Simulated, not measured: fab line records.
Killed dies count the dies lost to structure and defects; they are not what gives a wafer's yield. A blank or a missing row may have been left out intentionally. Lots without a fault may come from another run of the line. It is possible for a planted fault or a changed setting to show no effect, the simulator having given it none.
Struck lot and sound lot, side by side || flow sky130 || 30 out of 708 route steps
Sound: the wafers L611.1, L611.2, L611.5. Wafers struck: L612.1, L612.2, L612.4. The cause is given at the end.
Order at every step that has rows: each side's tool, ch and its chambers, its first start. Under that, the readings that differ: sound wafers || struck wafers || difference of the means || sigmas: that difference in standard deviations of wafers without a fault.
alike: words and numbers the same on both sides, and readings whose means are apart by under 2 such deviations; not compared: readings that were withheld, readings missing a value for some wafer, numbers with overlapping values and no deviation given by the record, and bounds like >300 which may hide the same value.
Wherever a step has rows on one side only, a row that says differs or no value, or a row with sigmas, the two part there. When numbers do not overlap yet have no deviation, they are printed without sigmas and do not part them. A reading that every wafer of one side lacks parts them only if that side has two wafers or more.

first, 5 steps without rows for these wafers: SKY_SONOS_ONO_COAT_08 (resist thk 1140 nm); SKY_SONOS_ONO_SOFTBAKE_09 (time 60 s); SKY_SONOS_ONO_EXPOSE_10 (exposes mask ONOM, target cd 410 nm); SKY_SONOS_ONO_PEB_11; SKY_SONOS_ONO_DEVELOP_12 (develop time 60 s).
SKY_SONOS_ONO_CD_MEAS_13 targets a cd of 410 nm.
  struck on cdSem-02, day 16 11:34; sound on cdSem-01, day 16 00:28
  alike: cdNm
SKY_SONOS_ONO_OVL_MEAS_14:
  struck on overlay-02, day 16 11:41; sound on overlay-01, day 16 00:35
  alike: SONOS_ONO_OVL
SKY_SONOS_ONO_ETCH_15: etches the open film in CHF3/O2, target depth 19.52 nm, time 7.8 s.
  sound on rieDiel-02 ch 0,1, day 16 00:37; struck on rieDiel-02 ch 0,1,2, day 16 11:43
  alike: drypumpMotorCurrentA, oesProductAu, throttleValvePct
  not compared: rfHoursCounterH
then, 1 step without rows for these wafers: SKY_SONOS_ONO_WET_ETCH_16 (etches SiO2 in dHF, target depth 14 nm, time 280 s).
SKY_SONOS_ONO_STRIP_17: strips in O2/N2.
  sound on plasmaAsher-01 ch 0,1, day 16 00:44; struck on plasmaAsher-01 ch 0,1, day 16 11:50
  alike: drypumpMotorCurrentA, oesProductAu, stripTimeToEndpointS
  not compared: rfHoursCounterH
then, 2 steps without rows for these wafers: SKY_SONOS_ONO_WET_ETCH_18 (etches Si3N4 in H3PO4, target depth 15 nm, time 172 s); SKY_GATE_OXIDE_CLEAN_00 (cleans in SC1/SC2, time 150 s).
SKY_GATE_OXIDE_OXIDATION_01: stabilise 600 s, purge 300 s, target thk 10.268 nm.
  sound on furnace-01 ch 0, day 16 01:00; struck on furnace-01 ch 0, day 16 13:25
{"reading": "spikeTcBottomC (C)", "sound": "920.7 917.2 920.7", "struck": "937.2 939.1 936.6", "difference": "+18.1", "sigmas": "+18"}
{"reading": "spikeTcCentreC (C)", "sound": "900.9 901.5 899.4", "struck": "916.8 917.8 917.4", "difference": "+16.7", "sigmas": "+14"}
{"reading": "spikeTcLowerC (C)", "sound": "899.6 899.1 898.2", "struck": "917.8 917.7 918.8", "difference": "+19.1", "sigmas": "+19"}
{"reading": "spikeTcTopC (C)", "sound": "909.0 909.1 907.7", "struck": "925.2 926.2 926.5", "difference": "+17.4", "sigmas": "+8"}
{"reading": "spikeTcUpperC (C)", "sound": "899.3 899.9 899.0", "struck": "917.4 917.5 914.9", "difference": "+17.2", "sigmas": "+17"}
{"reading": "tubeCenterTempC (C)", "sound": "900.01 900.02 899.92", "struck": "918.41 918.53 918.41", "difference": "+18.47", "sigmas": "+99 or more"}
{"reading": "tube_center_temp_C_max", "sound": "902.2 902.4 901.8", "struck": "921.0 920.3 920.4", "difference": "+18.4", "sigmas": "+49"}
{"reading": "model.SiO2_of_GATE_OXIDE_OXIDATION_01.thkNm (nm)", "sound": "10.14 10.43 10.32", "struck": "12.54 12.73 12.65", "difference": "+2.34", "sigmas": ""}
SKY_GATE_OXIDE_THK_MEAS_02:
  struck on filmMetro-04, day 16 14:50; sound on filmMetro-01, day 16 02:28
{"reading": "GATE_OXIDE_OXIDATION_00_THK (nm)", "sound": "10.13 10.44 10.31", "struck": "12.53 12.70 12.64", "difference": "+2.33", "sigmas": "+11"}
then, 7 steps without rows for these wafers: SKY_GATE_OXIDE_DEHYDRATE_03 (time 60 s); SKY_GATE_OXIDE_HMDS_04 (prime time 60 s); SKY_GATE_OXIDE_COAT_05 (resist thk 1140 nm); SKY_GATE_OXIDE_SOFTBAKE_06 (time 60 s); SKY_GATE_OXIDE_EXPOSE_07 (exposes mask LVOM, target cd 600 nm); SKY_GATE_OXIDE_PEB_08; SKY_GATE_OXIDE_DEVELOP_09 (develop time 60 s).
SKY_GATE_OXIDE_OVL_MEAS_10:
  struck on overlay-02, day 17 19:16; sound on overlay-02, day 17 07:24
  alike: GATE_OXIDE_OVL
then, 2 steps without rows for these wafers: SKY_GATE_OXIDE_IMPLANT_11; SKY_GATE_OXIDE_WET_ETCH_12 (etches SiO2 in dHF, target depth 16.8 nm, time 336 s).
SKY_GATE_OXIDE_STRIP_13: strips in O2/N2.
  sound on plasmaAsher-04 ch 0,1, day 17 07:41; struck on plasmaAsher-02 ch 0,1, day 17 19:33
{"reading": "drypumpMotorCurrentA (A)", "sound": "5.9 6.2 6.2", "struck": "5.5 4.9 4.9", "difference": -1.0, "sigmas": -2}
{"reading": "stripTimeToEndpointS (s)", "sound": "14.14 14.13 14.09", "struck": "14.21 14.26 14.18", "difference": "+0.10", "sigmas": "+2"}
  alike: oesProductAu
  not compared: rfHoursCounterH
SKY_GATE_OXIDE_TW_MEAS_14:
  struck on filmMetro-01, day 17 19:39; sound on filmMetro-01, day 17 07:47
  alike: GATE_OXIDE_TW
then, 1 step without rows for these wafers: SKY_GATE_OXIDE_CLEAN_15 (cleans in SC1/SC2, time 150 s).
SKY_GATE_OXIDE_OXIDATION_16: stabilise 600 s, purge 300 s, target thk 3.57 nm.
  sound on furnace-02 ch 0, day 17 08:42; struck on furnace-01 ch 0, day 17 21:08
{"reading": "model.SiO2_of_GATE_OXIDE_OXIDATION_01.thkNm (nm)", "sound": "11.51 11.79 11.68", "struck": "13.73 13.92 13.81", "difference": "+2.16", "sigmas": ""}
  alike: oxTempCMax, rampUpCPerMin, spikeTcBottomC, spikeTcCentreC, spikeTcLowerC, spikeTcTopC, spikeTcUpperC, tubeCenterTempC, tube_center_temp_C_max
then, 1 step without rows for these wafers: SKY_POLY_GATE_CVD_00 (deposits poly-Si, target thk 180 nm, time 720 s).
-- the record jumps here: 31 days lie between the struck wafers' starts before and after (it left off in module POLY_GATE and takes up again in module PAD_OPEN, whose first step shown is number 708 of the route) --
SKY_PAD_OPEN_PROBE_99:
  struck on prober-02, day 49 05:07; sound on prober-02, day 49 02:07
{"reading": "model.etest.nfet_16v.rOnOhmUm", "sound": "1.404e+04 1.402e+04 1.386e+04", "struck": "1.523e+04 1.514e+04 1.515e+04", "difference": "+1.200e+03", "sigmas": ""}
{"reading": "model.etest.pfet_16v.rOnOhmUm", "sound": "1.488e+04 1.46e+04 1.486e+04", "struck": "1.616e+04 1.595e+04 1.608e+04", "difference": "+1.283e+03", "sigmas": ""}
{"reading": "model.etest.tipSonos.rsOhmSq", "sound": "2616 2677 2640", "struck": "3197 3244 3249", "difference": "+586", "sigmas": ""}
{"reading": "model.etest.pfetG5v0d10v5.rOnOhmUm", "sound": "4849 4890 4895", "struck": "5283 5238 5300", "difference": "+396", "sigmas": ""}
{"reading": "model.etest.nfetG5v0d10v5.rOnOhmUm", "sound": "1918 1930 1902", "struck": "2045 2077 2078", "difference": "+150", "sigmas": ""}
{"reading": "model.etest.nfetG5v0d10v5.driveUaUm", "sound": "603.5 589.3 600.1", "struck": "511.5 506.7 510.1", "difference": -88.2, "sigmas": ""}
{"reading": "model.etest.nfet_05v0_nvt.driveUaUm", "sound": "580.1 563.1 575.1", "struck": "489.8 489.4 493.1", "difference": -82.0, "sigmas": ""}
{"reading": "model.etest.pfetG5v0d10v5.driveUaUm", "sound": "337.1 330.4 334.6", "struck": "296.1 297.4 293.4", "difference": -38.4, "sigmas": ""}
  alike: killed_at_M0_to_M3, killed_at_M4_up, killedAtContacts, killedAtFrontEnd, killedAtOther, killedDies, killedOpen, killedShort

## WHERE THEY PART
Last at SKY_GATE_OXIDE_STRIP_13 as far as this record goes, first at SKY_GATE_OXIDE_OXIDATION_01. Later steps at which nothing parts them and some readings are alike: SKY_GATE_OXIDE_TW_MEAS_14, SKY_GATE_OXIDE_OXIDATION_16, SKY_PAD_OPEN_PROBE_99.

WHY: the cause the simulator had injected
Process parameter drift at SKY_GATE_OXIDE_OXIDATION_01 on furnace-01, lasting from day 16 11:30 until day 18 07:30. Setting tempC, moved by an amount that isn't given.
